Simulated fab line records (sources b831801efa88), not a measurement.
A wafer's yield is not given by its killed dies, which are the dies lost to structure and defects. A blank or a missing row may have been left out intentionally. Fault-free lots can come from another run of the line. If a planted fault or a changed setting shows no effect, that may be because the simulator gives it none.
Which of the tools did it? | flow sky130 | Sampling: 10 lots, 30 wafers, 5 of 708 route steps

== WHAT THE GAUGES READ, wafer by wafer ==
SKY_VIA1_RS_MEAS_22: measurement is done with a four-point probe. Usual: VIA1_W_RS gives 0.426 ohm/sq (standard deviation 0.0039).
lot  | measured     | on           | VIA1_W_RS (ohm/sq) | flag
L336 | day 35 12:24 | filmMetro-04 | 0.429 0.427 0.424  | 
L339 | day 36 15:59 | filmMetro-01 | 0.427 0.428 0.431  | 
L341 | day 36 21:57 | filmMetro-02 | 0.423 0.424 0.421  | 
L342 | day 37 18:53 | filmMetro-01 | 0.427 0.430 0.427  | 
L343 | day 37 20:35 | filmMetro-04 | 0.424 0.429 0.427  | 
L346 | day 38 22:37 | filmMetro-04 | 0.421 0.423 0.424  | 
L347 | day 39 02:40 | filmMetro-04 | 0.431 0.432 0.438  | 
L350 | day 39 22:37 | filmMetro-04 | 0.429 0.419 0.424  | 
L355 | day 41 03:03 | filmMetro-02 | 0.431 0.432 0.431  | 
L356 | day 41 16:13 | filmMetro-04 | 0.427 0.428 0.427  | 

== EACH LOT AND THE TOOL THAT RAN IT (in order: tool; ch and the chambers of the sampled wafers; start) ==
lot  | SKY_CONTACT_CVD_24           | SKY_METAL1_SPUTTER_02       | SKY_METAL1_METAL_ETCH_19         | SKY_METAL1_STRIP_20
L336 | cvdW-01 ch 0,1, day 33 02:17 | pvdSputter-03, day 33 02:53 | rieMetal-04 ch 0,1, day 34 07:09 | plasmaAsher-03 ch 0,1, day 34 07:14
L339 | cvdW-02 ch 0,1, day 34 05:41 | pvdSputter-02, day 34 06:17 | rieMetal-02 ch 0,1, day 35 10:32 | plasmaAsher-03 ch 0,1, day 35 10:38
L341 | cvdW-01 ch 0,1, day 34 12:52 | pvdSputter-02, day 34 13:30 | rieMetal-02 ch 0,1, day 35 17:14 | plasmaAsher-03 ch 0,1, day 35 17:20
L342 | cvdW-02 ch 0,1, day 35 09:59 | pvdSputter-02, day 35 10:35 | rieMetal-02 ch 0,1, day 36 14:31 | plasmaAsher-02 ch 0,1, day 36 14:37
L343 | cvdW-01 ch 0,1, day 35 11:40 | pvdSputter-04, day 35 12:19 | rieMetal-02 ch 0,1, day 36 16:10 | plasmaAsher-04 ch 0,1, day 36 16:16
L346 | cvdW-01 ch 0,1, day 36 14:34 | pvdSputter-03, day 36 15:11 | rieMetal-01 ch 0,1, day 37 17:41 | plasmaAsher-03 ch 0,1, day 37 17:47
L347 | cvdW-01 ch 0,1, day 36 18:12 | pvdSputter-03, day 36 18:50 | rieMetal-02 ch 0,1, day 37 22:07 | plasmaAsher-03 ch 0,1, day 37 22:13
L350 | cvdW-02 ch 0,1, day 37 16:14 | pvdSputter-02, day 37 16:52 | rieMetal-01 ch 0,1, day 38 19:14 | plasmaAsher-04 ch 0,1, day 38 19:20
L355 | cvdW-01 ch 0,1, day 38 21:35 | pvdSputter-04, day 38 22:11 | rieMetal-01 ch 0,1, day 39 23:50 | plasmaAsher-02 ch 0,1, day 39 23:56
L356 | cvdW-02 ch 1, day 39 12:02   | pvdSputter-04, day 39 12:41 | rieMetal-02 ch 1, day 40 13:55   | plasmaAsher-04 ch 0,1, day 40 14:01
- SKY_CONTACT_CVD_24: deposits W, target thk 340 nm, time 102.12 s.
- SKY_METAL1_SPUTTER_02: material AlCu, target thk 250 nm, time 13.3 s.
- SKY_METAL1_METAL_ETCH_19: etches the open film in Cl2/BCl3, stops on SiO2, target depth 360 nm, time 78 s.
- SKY_METAL1_STRIP_20: strips in O2/N2.

== WHAT THE TOOLS THEMSELVES READ (means of the sampled wafers that have a number; where no wafer has one, the mark that the record gives instead) ==
SKY_CONTACT_CVD_24. Usual: heaterPowerW 892 W, standard deviation 82; susceptorTempC 399.95 C, standard deviation 0.22.
lot  | tool    | heaterPowerW (W) | susceptorTempC (C) | flag
L336 | cvdW-01 | 820              | 400.11             | 
L339 | cvdW-02 | 992              | 399.98             | 
L341 | cvdW-01 | 868              | 399.88             | 
L342 | cvdW-02 | 967              | 399.84             | 
L343 | cvdW-01 | 823              | 400.16             | 
L346 | cvdW-01 | 856              | 400.24             | 
L347 | cvdW-01 | 818              | 399.87             | 
L350 | cvdW-02 | 974              | 399.85             | 
L355 | cvdW-01 | 830              | 399.86             | 
L356 | cvdW-02 | 875              | 400.07             | 

SKY_METAL1_SPUTTER_02. Usual: 30.0 % for throttleValvePct, sd 0.72.
lot  | tool          | throttleValvePct (%) | flag
L336 | pvdSputter-03 | 30.0                 | 
L339 | pvdSputter-02 | 30.2                 | 
L341 | pvdSputter-02 | 30.2                 | 
L342 | pvdSputter-02 | 30.3                 | 
L343 | pvdSputter-04 | 29.5                 | 
L346 | pvdSputter-03 | 30.2                 | 
L347 | pvdSputter-03 | 30.6                 | 
L350 | pvdSputter-02 | 30.4                 | 
L355 | pvdSputter-04 | 30.7                 | 
L356 | pvdSputter-04 | 30.0                 | 

SKY_METAL1_METAL_ETCH_19. Usual: chamberPressureMTorr 10.002 mTorr, standard deviation 0.0094; drypumpMotorCurrentA 5.9 A, standard deviation 0.42; oesProductAu 0.856 a.u., standard deviation 0.0059; rfFwdPowerW 892 W, standard deviation 4.1; throttleValvePct 22.264 %, standard deviation 0.0091.
lot  | tool        | chamberPressureMTorr (mTorr) | drypumpMotorCurrentA (A) | oesProductAu (a.u.) | rfFwdPowerW (W) | throttleValvePct (%) | flag
L336 | rieMetal-04 | 10.001                       | 6.1                      | 0.854               | 896             | 22.265               | 
L339 | rieMetal-02 | 9.996                        | 5.4                      | 0.857               | 889             | 22.267               | 
L341 | rieMetal-02 | 10.002                       | 5.5                      | 0.855               | 890             | 22.263               | 
L342 | rieMetal-02 | 10.011                       | 5.4                      | 0.856               | 889             | 22.260               | 
L343 | rieMetal-02 | 10.000                       | 5.5                      | 0.845               | 842             | 22.265               | OFF
L346 | rieMetal-01 | 10.005                       | 6.3                      | 0.860               | 898             | 22.264               | 
L347 | rieMetal-02 | 9.996                        | 5.5                      | 0.855               | 842             | 22.264               | OFF
L350 | rieMetal-01 | 10.005                       | 6.3                      | 0.855               | 897             | 22.262               | 
L355 | rieMetal-01 | 9.996                        | 6.3                      | 0.862               | 890             | 22.260               | 
L356 | rieMetal-02 | 10.010                       | 5.4                      | 0.859               | 888             | 22.264               | 

SKY_METAL1_STRIP_20. Usual: chamberPressureMTorr 1500.2 mTorr, standard deviation 1.3; drypumpMotorCurrentA 5.72 A, standard deviation 0.29; oesProductAu 0.343 a.u., standard deviation 0.0051; stripTimeToEndpointS 2.71 s, standard deviation 0.06.
lot  | tool           | chamberPressureMTorr (mTorr) | drypumpMotorCurrentA (A) | oesProductAu (a.u.) | stripTimeToEndpointS (s) | flag
L336 | plasmaAsher-03 | 1501.3                       | 5.40                     | 0.339               | 2.66                     | 
L339 | plasmaAsher-03 | 1500.2                       | 5.43                     | 0.344               | 2.73                     | 
L341 | plasmaAsher-03 | 1502.1                       | 5.40                     | 0.341               | 2.72                     | 
L342 | plasmaAsher-02 | 1499.7                       | 5.87                     | 0.346               | 2.76                     | 
L343 | plasmaAsher-04 | 1500.4                       | 5.87                     | 0.344               | 2.83                     | 
L346 | plasmaAsher-03 | 1500.3                       | 5.63                     | 0.347               | 2.71                     | 
L347 | plasmaAsher-03 | 1500.6                       | 5.62                     | 0.342               | 2.81                     | 
L350 | plasmaAsher-04 | 1501.3                       | 5.94                     | 0.339               | 2.71                     | 
L355 | plasmaAsher-02 | 1499.2                       | 5.80                     | 0.345               | 2.70                     | 
L356 | plasmaAsher-04 | 1500.6                       | 5.95                     | 0.338               | 2.71                     | 

== THE ANSWER, worked out from the rows above alone ==
Rule: a lot is off if the mean of its wafers that have a number lies more than 3 standard deviations from the usual mean. Also off: a lot with no number at a reading for which 4 or more lots have one. Any other lot the step has rows for is counted as sound. Order of review: gauges by route order, followed by the tools' own readings, for which a lot's mean as printed above is used. At the first step where some lot is off, the reading lying furthest off is the one used; lots without a number count as furthest.
Off: L343, L347, at SKY_METAL1_METAL_ETCH_19 (rfFwdPowerW).
A tool fits if, at that step or a process step before it, it ran every lot that is off, and no sound lot after the first of them. No candidate that was tried fits.

== WHAT THE SIMULATOR HAD INSERTED ==
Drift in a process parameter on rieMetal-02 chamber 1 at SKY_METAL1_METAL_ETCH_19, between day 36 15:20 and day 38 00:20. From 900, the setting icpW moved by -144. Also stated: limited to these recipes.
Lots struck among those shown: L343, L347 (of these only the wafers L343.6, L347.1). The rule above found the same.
